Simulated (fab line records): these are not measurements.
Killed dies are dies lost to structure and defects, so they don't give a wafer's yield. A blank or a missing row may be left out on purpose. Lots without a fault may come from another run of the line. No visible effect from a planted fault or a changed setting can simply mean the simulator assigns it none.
fab line records	flow sky130
[record] lots = 6	wafers = 18	lastDay = 50
route steps=708 shown LI_CONTACT@371 PAD_OPEN@708
lots with no fault: from the same line, run without faults
startH: hours from the record's opening day to when the first of the lot's shown wafers began	waitH: how many hours have passed since the lot's step before this one	" identical to the entry in the row above	L1.1+2: a row that stands for several wafers	- no value, or no start was given	* or withheld: withheld	< > ~ a bound
route shown NAME@n: a module of which the file shows steps, and the number in the route of the first	usual: the fault-free wafers' mean and standard deviation	same: alike in all rows	chamber/n: place in a boat	sites: per-site readings	_std_site: how widely they spread, as a standard deviation	_edge_site: inner sites' mean taken away from outer sites' mean	radiusMm: how far each site lies from the wafer's centre	mask NAME#n: copy n	behind: the tool/chamber that last shaped the wafer	hold: why the lot went on hold/how many hours it stayed there/how the hold came to an end	device: names the non-switching transistor (n, p or np)	end of line: the same wafers' tests at the end of the route	a step without rows: its recipe alone	killed: count of dies lost to structure and defects at first sort (not the wafer's yield)	map: shows each die of a wafer: x if killed, . if not, _ if none is there
set.NAME: the run value of the setting; set.NAME@STEP: its run value at that earlier step	model.NAME: the simulator's own value behind a step, which no gauge read
a table for each step, a row for each wafer; lots at some steps of the route
services: a tool's chamber out of use, with start hour (startH, from the record's first day; less than 0 if before it), hours out, and reason
[[steps]]
[step SKY_LI_CONTACT_EXPOSE_09]
[recipe] maskId = LICM1	na = 0.8	sourceShape = annular	sigmaInner = 0.55	sigmaOuter = 0.85	targetCdNm = 170	doseMj = 38
[step SKY_LI_CONTACT_PEB_10]
[recipe] pebTempC = withheld	pebTimeS = withheld	resist = KrF-thick
[step SKY_LI_CONTACT_DEVELOP_11]
[recipe] developTimeS = 60	resist = KrF-thick	devTempC = 21
[step SKY_LI_CONTACT_CD_MEAS_12]
[recipe] targetCdNm = 170
[usual] cdNm = 169.6/1.4
lot.wafer	tool	chamber	startH	waitH	cdNm
L207.1	cdSem-02	-	723.45	-	170.9
L207.3	"	-	"	"	168.8
L207.6	"	-	"	"	169.9
L206.1	cdSem-02	-	725.00	-	172.2
L206.2	"	-	"	"	171.3
L206.5	"	-	"	"	171.8
L211.2	cdSem-01	-	743.67	-	169.6
L211.3	"	-	"	"	169.5
L211.4	"	-	"	"	169.7
L214.3	cdSem-02	-	772.83	-	170.1
L214.4	"	-	"	"	170.9
L214.5	"	-	"	"	168.3
L217.1	cdSem-01	-	797.18	-	169.2
L217.2	"	-	"	"	170.6
L217.6	"	-	"	"	168.8
L225.3	cdSem-01	-	852.13	-	166.5
L225.5	"	-	"	"	164.1
L225.6	"	-	"	"	165.0
[step SKY_LI_CONTACT_OVL_MEAS_13]
[usual] LI_CONTACT_OVL = -2/5.6
lot.wafer	tool	chamber	startH	waitH	LI_CONTACT_OVL[nm]
L207.1	overlay-01	-	723.57	0.1	-2
L207.3	"	-	"	"	-8
L207.6	"	-	"	"	-2
L206.1	overlay-01	-	725.12	0.1	-11
L206.2	"	-	"	"	-14
L206.5	"	-	"	"	-16
L211.2	overlay-02	-	743.77	0.1	-1
L211.3	"	-	"	"	-2
L211.4	"	-	"	"	-7
L214.3	overlay-01	-	772.92	0.1	-4
L214.4	"	-	"	"	-12
L214.5	"	-	"	"	-12
L217.1	overlay-02	-	797.30	0.1	-3
L217.2	"	-	"	"	-1
L217.6	"	-	"	"	0
L225.3	overlay-01	-	852.22	0.1	-4
L225.5	"	-	"	"	-5
L225.6	"	-	"	"	-8
[step SKY_LI_CONTACT_ETCH_14]
[recipe] chemistry = N2/H2	target = BARC	ionEnergyEv = 200	sourceW = 500	biasW = 100	pressureMtorr = 30	n2FlowSccm = 100	h2FlowSccm = 200	stopOn = SiO2	timeS = 45.9	targetDepthA = 600
[usual] drypumpMotorCurrentA = 5.84/0.29	oesProductAu = 0.855/0.0045	throttleValvePct = 13.226/0.0089
lot.wafer	tool	chamber	startH	waitH	drypumpMotorCurrentA	oesProductAu	rfHoursCounterH	throttleValvePct
L207.1	rieDiel-04	3	723.60	0.0	5.63	0.859	4	13.216
L207.3	"	1	"	"	6.15	0.856	1	13.199
L207.6	"	3	"	"	5.62	0.857	-	13.227
L206.1	rieDiel-01	3	725.15	0.0	5.99	0.857	14	13.220
L206.2	"	0	"	"	5.60	0.852	7	13.214
L206.5	"	0	"	"	5.61	0.853	-	13.211
L211.2	rieDiel-01	1	743.80	0.0	6.23	0.862	9	13.225
L211.3	"	3	"	"	5.99	0.859	15	13.221
L211.4	"	2	"	"	5.89	0.850	6	13.222
L214.3	rieDiel-03	0	772.94	0.0	5.98	0.855	9	13.218
L214.4	"	1	"	"	5.58	0.852	6	13.232
L214.5	"	2	"	"	5.33	0.844	-	13.232
L217.1	rieDiel-01	0	797.34	0.0	5.60	0.860	9	13.220
L217.2	"	1	"	"	6.22	0.857	10	13.229
L217.6	"	0	"	"	5.60	0.845	-	13.216
L225.3	rieDiel-01	0	852.24	0.0	5.61	0.850	11	13.224
L225.5	"	0	"	"	5.61	0.855	-	13.233
L225.6	"	3	"	"	6.04	0.859	-	13.235
[step SKY_LI_CONTACT_ETCH_15]
[recipe] target = PSG	chemistry = C4F8/O2/Ar	stopOn = Si	taperDeg = 4.15	maskMaterial = KrF-thick	sourceW = 1500	biasW = 1200	pressureMtorr = 40	c4f8FlowSccm = withheld	O2_flow_sccm = 6	Ar_flow_sccm = 300	timeS = withheld	targetDepthA = 6000
[usual] oesProductAu = 0.836/0.0047
lot.wafer	tool	chamber	startH	waitH	oesProductAu
L207.1	rieDiel-04	3	723.64	0.0	0.835
L207.3	"	1	"	"	0.838
L207.6	"	3	"	"	0.845
L206.1	rieDiel-01	3	725.19	0.0	0.836
L206.2	"	0	"	"	0.836
L206.5	"	0	"	"	0.835
L211.2	rieDiel-01	1	743.84	0.0	0.840
L211.3	"	3	"	"	0.839
L211.4	"	2	"	"	0.836
L214.3	rieDiel-03	0	772.98	0.0	0.827
L214.4	"	1	"	"	0.848
L214.5	"	2	"	"	0.840
L217.1	rieDiel-01	0	797.38	0.0	0.834
L217.2	"	1	"	"	0.833
L217.6	"	0	"	"	0.844
L225.3	rieDiel-01	0	852.29	0.0	0.834
L225.5	"	0	"	"	0.838
L225.6	"	3	"	"	0.832
[step SKY_LI_CONTACT_STRIP_16]
[recipe] chemistry = O2/N2	powerW = 1400	pressureMtorr = 1500	platenTempC = withheld	o2FlowSccm = 3000	n2FlowSccm = 300	overashFraction = 0.5
[step SKY_LI_CONTACT_CLEAN_17]
[recipe] chemistry = NMP	timeS = 600	tempC = 60	dry = n2Spin
[step SKY_LI_CONTACT_PRE_CLEAN_18]
[recipe] gas = Ar	timeS = 5.6	biasV = 358
[step SKY_LI_CONTACT_SPUTTER_19]
[recipe] material = Ti	targetThkNm = 20	chamberPressurePa = 5	powerW = 2500	substrateTempC = 200	timeS = 106.37
[usual] throttleValvePct = 30.3/0.65
lot.wafer	tool	chamber	startH	waitH	throttleValvePct
L207.1	pvdSputter-04	-	724.02	0.0	31.1
L207.3	"	-	"	"	30.9
L207.6	"	-	"	"	30.9
L206.1	pvdSputter-03	-	725.59	0.0	29.0
L206.2	"	-	"	"	30.5
L206.5	"	-	"	"	30.6
L211.2	pvdSputter-03	-	744.22	0.0	29.9
L211.3	"	-	"	"	30.6
L211.4	"	-	"	"	30.6
L214.3	pvdSputter-03	-	773.37	0.0	30.0
L214.4	"	-	"	"	30.4
L214.5	"	-	"	"	30.4
L217.1	pvdSputter-03	-	797.94	0.0	29.7
L217.2	"	-	"	"	29.2
L217.6	"	-	"	"	29.9
L225.3	pvdSputter-01	-	852.67	0.0	30.5
L225.5	"	-	"	"	29.6
L225.6	"	-	"	"	30.7
[step SKY_LI_CONTACT_SPUTTER_20]
[recipe] material = TiN	targetThkNm = 20	chamberPressurePa = 5	powerW = 4000	timeS = 80
[usual] throttleValvePct = 30.3/0.65
lot.wafer	tool	chamber	startH	waitH	throttleValvePct
L207.1	pvdSputter-04	-	724.10	0.0	30.8
L207.3	"	-	"	"	31.1
L207.6	"	-	"	"	30.9
L206.1	pvdSputter-03	-	725.67	0.0	29.2
L206.2	"	-	"	"	30.5
L206.5	"	-	"	"	30.7
L211.2	pvdSputter-03	-	744.30	0.0	30.1
L211.3	"	-	"	"	30.3
L211.4	"	-	"	"	30.5
L214.3	pvdSputter-03	-	773.44	0.0	29.8
L214.4	"	-	"	"	30.3
L214.5	"	-	"	"	30.4
L217.1	pvdSputter-03	-	798.01	0.0	29.8
L217.2	"	-	"	"	29.3
L217.6	"	-	"	"	29.8
L225.3	pvdSputter-01	-	852.75	0.0	30.5
L225.5	"	-	"	"	30.0
L225.6	"	-	"	"	30.3
[step SKY_LI_CONTACT_CVD_21]
[recipe] material = W	targetThkNm = 400	timeS = 120.56	tempC = 400	pressureTorr = 40
[usual] heaterPowerW = 880/39	susceptorTempC = 399.98/0.26
lot.wafer	tool	chamber	startH	waitH	heaterPowerW	susceptorTempC	model.W_of_LI_CONTACT_CVD_21.thkNm
L207.1	cvdW-01	0	724.16	0.0	922	400.00	395.5
L207.3	"	0	"	"	903	399.95	395.4
L207.6	"	0	"	"	937	400.19	397.1
L206.1	cvdW-02	1	725.73	0.0	885	400.46	402.6
L206.2	"	0	"	"	796	400.36	394.1
L206.5	"	0	"	"	808	400.42	395
L211.2	cvdW-02	0	744.36	0.0	800	394.91	356.9
L211.3	"	1	"	"	894	399.76	407.6
L211.4	"	0	"	"	814	394.77	354.9
L214.3	cvdW-02	0	773.54	0.1	780	395.19	356.9
L214.4	"	1	"	"	882	399.81	408.8
L214.5	"	0	"	"	785	394.96	355.2
L217.1	cvdW-01	0	798.07	0.0	915	400.13	395.6
L217.2	"	1	"	"	894	399.69	394.1
L217.6	"	1	"	"	892	399.81	393
L225.3	cvdW-01	1	852.86	0.1	867	400.02	401.3
L225.5	"	1	"	"	859	399.98	401.5
L225.6	"	0	"	"	913	399.70	399
[step SKY_LI_CONTACT_RS_MEAS_22]
[recipe] thkMeasGauge = four-point-probe	reads = W_of_LI_CONTACT_CVD_21+TiN_of_LI_CONTACT_SPUTTER_20+Ti_of_LI_CONTACT_SPUTTER_19
[usual] LI_CONTACT_W_RS = 0.285/0.004
lot.wafer	tool	chamber	startH	waitH	LI_CONTACT_W_RS[ohm/sq]
L207.1	filmMetro-01	-	724.29	0.1	0.287
L207.3	"	-	"	"	0.287
L207.6	"	-	"	"	0.286
L206.1	filmMetro-02	-	725.85	0.1	0.283
L206.2	"	-	"	"	0.289
L206.5	"	-	"	"	0.288
L211.2	filmMetro-01	-	744.51	0.1	0.319
L211.3	"	-	"	"	0.279
L211.4	"	-	"	"	0.320
L214.3	filmMetro-04	-	773.67	0.1	0.320
L214.4	"	-	"	"	0.279
L214.5	"	-	"	"	0.322
L217.1	filmMetro-04	-	798.20	0.1	0.288
L217.2	"	-	"	"	0.289
L217.6	"	-	"	"	0.290
L225.3	filmMetro-02	-	852.99	0.1	0.283
L225.5	"	-	"	"	0.283
L225.6	"	-	"	"	0.285
[step SKY_LI_CONTACT_THK_MEAS_23]
[recipe] thkMeasGauge = xrf	reads = W_of_LI_CONTACT_CVD_21
[usual] LI_CONTACT_W_THK = 395/7.2
lot.wafer	tool	chamber	startH	waitH	LI_CONTACT_W_THK[nm]
L207.1	filmMetro-01	-	724.41	0.1	384
L207.3	"	-	"	"	387
L207.6	"	-	"	"	387
L206.1	filmMetro-02	-	725.97	0.1	401
L206.2	"	-	"	"	393
L206.5	"	-	"	"	398
L211.2	filmMetro-01	-	744.62	0.1	345
L211.3	"	-	"	"	391
L211.4	"	-	"	"	341
L214.3	filmMetro-04	-	773.77	0.1	352
L214.4	"	-	"	"	406
L214.5	"	-	"	"	349
L217.1	filmMetro-04	-	798.32	0.1	394
L217.2	"	-	"	"	394
L217.6	"	-	"	"	392
L225.3	filmMetro-02	-	853.09	0.1	399
L225.5	"	-	"	"	401
L225.6	"	-	"	"	392
[step SKY_LI_CONTACT_CMP_24]
[recipe] stopOn = PSG	tOverpolishS = 20	downForcePsi = 3.5	platenRpm = 60	targetThkNm = 0	padVelocityMS = 0.94248
[usual] motorCurrentA = 10.5/0.87
lot.wafer	tool	chamber	startH	waitH	motorCurrentA
L207.1	cmp-02	0	724.52	0.1	9.8
L207.3	"	2	"	"	8.5
L207.6	"	0	"	"	10.3
L206.1	cmp-02	3	726.13	0.1	10.2
L206.2	"	0	"	"	9.9
L206.5	"	2	"	"	8.6
L211.2	cmp-01	2	744.69	0.1	11.6
L211.3	"	3	"	"	11.7
L211.4	"	0	"	"	11.4
L214.4	cmp-01	3	773.86	0.1	11.1
L214.3	"	0	"	"	11.1
L214.5	"	3	"	"	10.6
L217.2	cmp-02	0	798.43	0.1	9.7
L217.1	"	1	"	"	10.2
L217.6	"	3	"	"	10.8
L225.3	cmp-02	0	853.13	0.0	10.0
L225.6	"	0	"	"	10.1
L225.5	"	1	"	"	10.3
[step SKY_PAD_OPEN_PROBE_99]
[usual] killed_at_M0_to_M3 = 44/6.9	killed_at_M4_up = 3.3/1.8	killedAtContacts = 24/5	killedAtFrontEnd = 16/4.6	killedAtOther = 0.2/0.42	killedDies = 88/9.2	killedOpen = 48/7.3	killedShort = 40/6.5
[same] grossDies = 492	killedAtBackSide = 0
lot.wafer	tool	chamber	startH	waitH	killed_at_M0_to_M3	killed_at_M4_up	killedAtContacts	killedAtFrontEnd	killedAtOther	killedDies	killedOpen	killedShort
L214.3	prober-01	-	1147.92	0.2	46	5	20	15	0	86	43	43
L214.4	prober-01	-	1147.97	0.2	50	3	34	13	0	100	58	42
L214.5	prober-01	-	1148.02	0.2	41	3	30	13	0	87	45	42
// killed by level:class
L214.3 CONTACT:geometricParticle:open=11 METAL1:geometricParticle:short=8 VIA1:geometricParticle:open=8 VIA3:geometricParticle:open=7 FIELD_ISO:geometricParticle:short=6 METAL2:geometricParticle:short=6 VIA1:geometricParticle:short=5 FIELD_ISO:geometricParticle:open=3
L214.4 CONTACT:geometricParticle:open=14 VIA1:geometricParticle:open=13 VIA2:geometricParticle:open=8 LI_CONTACT:geometricParticle:open=7 VIA1:geometricParticle:short=6 VIA3:geometricParticle:open=6 CONTACT:geometricParticle:short=5 VIA3:geometricParticle:short=5
L214.5 CONTACT:geometricParticle:open=13 VIA1:geometricParticle:open=11 METAL2:geometricParticle:short=9 POLY_GATE:geometricParticle:short=6 VIA3:geometricParticle:open=6 LI_CONTACT:geometricParticle:open=5 LOCAL_INTERCONNECT:geometricParticle:short=5 CONTACT:geometricParticle:short=5
[[services]]
tool	chamber	startH	hours	kind
pvdSputter-03	2	707.06	-	consumableReplace:kit
pvdSputter-03	2	707.06	18.0	scheduledDown
pvdSputter-03	2	707.06	18.0	ventCycle
pvdSputter-01	-	718.27	99.2	repair
cvdW-01	-	735.42	2.8	pm
pvdSputter-04	-	737.39	2.1	repair
cmp-02	-	744.23	4.0	pm
cvdW-01	-	746.37	1.7	repair
cmp-02	-	748.23	-	consumableReplace:conditioner
cmp-02	-	748.23	-	consumableReplace:pad
rieDiel-04	2	754.90	6.5	repair
pvdSputter-04	3	755.14	-	consumableReplace:kit
pvdSputter-04	3	755.14	18.0	scheduledDown
pvdSputter-04	3	755.14	18.0	ventCycle
cmp-01	-	758.72	0.5	repair
cvdW-01	-	780.59	0.9	repair
cmp-01	-	782.97	0.9	repair
pvdSputter-04	-	799.44	1.1	repair
rieDiel-03	-	806.87	0.6	repair
rieDiel-04	-	807.14	4.0	pm
rieDiel-03	3	811.05	7.2	repair
pvdSputter-04	-	820.51	9.1	repair
rieDiel-01	2	822.98	55.5	repair
cvdW-01	1	828.44	9.1	repair
[[key]]
[firstSign] step = SKY_LI_CONTACT_CVD_21	reading = susceptorTempC	direction = down	sigmas = 20	usual = *	struck = *
[effect] step = SKY_LI_CONTACT_RS_MEAS_22	reading = LI_CONTACT_W_RS	direction = up	sigmas = 8.9	usual = 0.285	struck = 0.320
[effect] step = SKY_LI_CONTACT_THK_MEAS_23	reading = LI_CONTACT_W_THK	direction = down	sigmas = 6.6	usual = 395	struck = 347
[modelEffect] step = SKY_LI_CONTACT_CVD_21	value = W_of_LI_CONTACT_CVD_21.thkNm	without = 390	struck = 356
metAt SKY_LI_CONTACT_CVD_21
struckWafers L211.2,L211.4,L214.3,L214.5
testerLeftOut L211,L214
onsetBetween 725.73 744.36
[fault] kind = processParameterDrift	tool = cvdW-02	chamber = 0	onsetH = 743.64	steps = SKY_LI_CONTACT_CVD_21	channel = tempC	offset = *	shape = step	endH = 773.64	actsIn = *	stated = *
// testerLeftOut: of these lots the tester's yield and bins aren't shown, on N5 and GAA mostly nor the transistor test; their killed dies are dies lost to structure and defects alone, not to doping, threshold or leakage, so they don't give the yield
